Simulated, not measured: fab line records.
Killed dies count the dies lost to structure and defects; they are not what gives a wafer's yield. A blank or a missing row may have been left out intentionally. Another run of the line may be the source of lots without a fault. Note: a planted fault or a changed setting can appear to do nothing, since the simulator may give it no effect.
The tool behind it: which one?	flow gf180mcu	36 wafers from 12 lots sampled at 6 of the route's 602 steps

== WHAT EACH GAUGE READ, for each wafer ==
GF_NWELL_OVL_MEAS_07.
lot	measured	on	NWELL_OVL (nm)
L499	day 3 09:26	overlay-01	0.6 -1.1 -1.6
L500	day 3 13:38	overlay-02	-1.0 0.0 1.3
L504	day 4 09:05	overlay-01	-2.6 -2.6 -1.5
L507	day 5 03:07	overlay-02	-2.4 -0.4 -0.8
L511	day 5 23:16	overlay-02	-0.4 0.5 0.4
L512	day 6 06:01	overlay-01	-1.5 0.6 -0.4
L514	day 6 17:17	overlay-01	-0.8 2.5 2.0
L516	day 7 02:47	overlay-01	-2.0 0.1 2.1
L517	day 7 11:02	overlay-02	0.5 1.1 1.5
L518	day 7 15:38	overlay-02	-0.8 -0.8 -2.1
L520	day 8 03:26	overlay-02	1.4 -1.7 -0.2
L521	day 8 07:46	overlay-01	-0.8 -0.7 -2.5

GF_VT_IMPLANT_RS_MEAS_48: a four-point-probe measurement.
lot	measured	on	LVPWELL_RS (ohm/sq)
L499	day 7 15:32	filmMetro-01	1197 1197 1196
L500	day 7 22:12	filmMetro-03	1196 1201 1195
L504	day 8 18:48	filmMetro-04	1198 1195 1199
L507	day 9 18:56	filmMetro-04	1202 1204 1201
L511	day 10 18:46	filmMetro-01	1196 1199 1199
L512	day 11 02:42	filmMetro-03	1197 1195 1192
L514	day 11 15:16	filmMetro-01	1199 1196 1202
L516	day 12 01:41	filmMetro-01	1229 1235 1229 1229 1231 1231
L517	day 12 13:51	filmMetro-01	1196 1200 1200
L518	day 12 18:21	filmMetro-04	1234 1233 1233 1235 1235 1232
L520	day 13 06:53	filmMetro-01	1198 1199 1198
L521	day 13 13:34	filmMetro-03	1199 1198 1201

GF_VT_IMPLANT_RS_MEAS_49: a four-point-probe measurement.
lot	measured	on	MVPSD_RS (ohm/sq)
L499	day 7 15:39	filmMetro-01	1175 1178 1175
L500	day 7 22:19	filmMetro-03	1168 1169 1172
L504	day 8 18:55	filmMetro-04	1172 1171 1174
L507	day 9 19:03	filmMetro-04	1169 1167 1168
L511	day 10 18:53	filmMetro-01	1170 1166 1168
L512	day 11 02:49	filmMetro-03	1167 1164 1164
L514	day 11 15:23	filmMetro-01	1178 1177 1175
L516	day 12 03:48	filmMetro-01	1172 1176 1175
L517	day 12 13:58	filmMetro-01	1169 1175 1177
L518	day 12 22:08	filmMetro-04	1170 1172 1169
L520	day 13 07:01	filmMetro-01	1169 1170 1170
L521	day 13 13:41	filmMetro-03	1169 1171 1171

GF_DUAL_GATE_THK_MEAS_03.
lot	measured	on	DUAL_GATE_OXIDATION_00_THK (nm)
L499	day 7 17:38	filmMetro-02	11.03 10.94 10.78
L500	day 8 00:03	filmMetro-02	10.82 10.97 10.92
L504	day 8 21:42	filmMetro-02	10.95 10.81 10.95
L507	day 10 04:56	filmMetro-02	11.04 11.25 10.96
L511	day 11 00:18	filmMetro-02	11.39 11.39 11.52
L512	day 11 08:02	filmMetro-02	10.84 10.89 10.84
L514	day 11 17:08	filmMetro-02	10.78 10.83 10.82
L516	day 12 05:49	filmMetro-04	10.60 10.59 10.97
L517	day 12 15:56	filmMetro-02	10.92 10.83 11.08
L518	day 12 23:59	filmMetro-04	11.11 11.07 11.15
L520	day 13 09:12	filmMetro-04	11.04 11.03 10.91
L521	day 13 15:50	filmMetro-04	10.65 10.66 10.81

== WHICH TOOL RAN EACH LOT (tool, then ch and the chambers of the sampled wafers, then the start) ==
lot	GF_LVPWELL_IMPLANT_08	GF_VT_IMPLANT_STRIP_09
L499	implanter-02 ch 0, day 3 23:14	plasmaAsher-01 ch 0,1, day 5 17:01
L500	implanter-02 ch 0, day 4 03:37	plasmaAsher-04 ch 0,1, day 5 22:44
L504	implanter-04 ch 0, day 4 22:38	plasmaAsher-02 ch 0,1, day 6 18:46
L507	implanter-02 ch 0, day 5 17:14	plasmaAsher-04 ch 0,1, day 7 15:37
L511	implanter-02 ch 0, day 6 14:10	plasmaAsher-04 ch 0,1, day 8 15:36
L512	implanter-02 ch 0, day 6 21:40	plasmaAsher-02 ch 0,1, day 8 23:33
L514	implanter-04 ch 0, day 7 08:46	plasmaAsher-04 ch 0,1, day 9 11:16
L516	implanter-02 ch 0, day 7 18:14	plasmaAsher-01 ch 0,1, day 9 20:54
L517	implanter-03 ch 0, day 8 03:52	plasmaAsher-01 ch 0,1, day 10 07:02
L518	implanter-02 ch 0, day 8 08:31	plasmaAsher-01 ch 0,1, day 10 11:23
L520	implanter-03 ch 0, day 8 20:22	plasmaAsher-04 ch 0,1, day 10 22:38
L521	implanter-04 ch 0, day 9 00:52	plasmaAsher-04 ch 0,1, day 11 03:03
- GF_LVPWELL_IMPLANT_08
- GF_VT_IMPLANT_STRIP_09: strips in O2/N2.

== AS READ BY THE TOOLS THEMSELVES (means over the sampled wafers that have a number; for cases with no such wafer, the mark the record gives instead) ==
GF_LVPWELL_IMPLANT_08.
lot	tool	beamEnergyKeV
L499	implanter-02	169.93
L500	implanter-02	170.05
L504	implanter-04	170.02
L507	implanter-02	169.97
L511	implanter-02	169.99
L512	implanter-02	170.01
L514	implanter-04	170.01
L516	implanter-02	146.99
L517	implanter-03	169.97
L518	implanter-02	147.00
L520	implanter-03	169.99
L521	implanter-04	170.02

GF_VT_IMPLANT_STRIP_09.
lot	tool	drypumpMotorCurrentA (A)	heaterPowerW (W)	oesProductAu (a.u.)	stripTimeToEndpointS (s)
L499	plasmaAsher-01	5.9	331	0.719	12.56
L500	plasmaAsher-04	5.3	369	0.720	12.69
L504	plasmaAsher-02	5.7	301	0.718	12.64
L507	plasmaAsher-04	5.3	371	0.716	12.65
L511	plasmaAsher-04	5.1	350	0.714	12.62
L512	plasmaAsher-02	5.7	297	0.717	12.67
L514	plasmaAsher-04	5.1	346	0.718	12.57
L516	plasmaAsher-01	6.0	310	0.717	12.66
L517	plasmaAsher-01	6.0	308	0.715	12.55
L518	plasmaAsher-01	5.9	326	0.718	12.70
L520	plasmaAsher-04	5.3	373	0.716	12.65
L521	plasmaAsher-04	5.3	370	0.709	12.65

== THE ANSWER, worked out from the rows above alone ==
Rule: the usual values come from the lots themselves. The widest of any qualifying gaps counts: lots, ordered by their means at a reading, are off when they make up no more than a third of the lots, leave a main group of 4 or more, and stand apart from it by 3 or more times the standard deviation of that group's means. Not used: any main group whose means are identical at the precision the tables above print for the reading. A lot without any number at a reading at which 4 lots or more have one is off too. The other lots that the step has rows for count as sound. Order of review: gauges by route order, followed by the tools' own readings, for which a lot's mean as printed above is used. The first step at which some lot is off is used, and at that step the reading that is off furthest; a lot without a number counts as furthest.
Off: at GF_VT_IMPLANT_RS_MEAS_48 (LVPWELL_RS), L516, L518. Main group: mean 1198 ohm/sq, sd 1.9.
If a tool, at a process step before that reading, ran all the lots that are off and no sound lot after the first of them, it fits. The gauges at GF_VT_IMPLANT_RS_MEAS_48 aren't tried: what is off there is off at GF_LVPWELL_IMPLANT_08 too, on other tools, and a gauge's error can't cause that. One fits: GF_LVPWELL_IMPLANT_08 on implanter-02. A fault onset in the window from L512 (day 6 21:40, its last sound lot) to L516 (day 7 18:14, its first lot off) fits.
On the lots that are off, the tool's own readings at GF_LVPWELL_IMPLANT_08 differ by more than 5 times the standard deviation of the sound lots' means, which bears it out; beamEnergyKeV reads 147.00 there versus 170.00 on the sound lots.

== WHAT THE SIMULATOR HAD PUT IN ==
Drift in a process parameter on implanter-02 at GF_LVPWELL_IMPLANT_08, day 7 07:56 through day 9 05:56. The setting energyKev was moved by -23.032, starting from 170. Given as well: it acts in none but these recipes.
Shown lots that were struck: L516, L518. The rule above found the same.
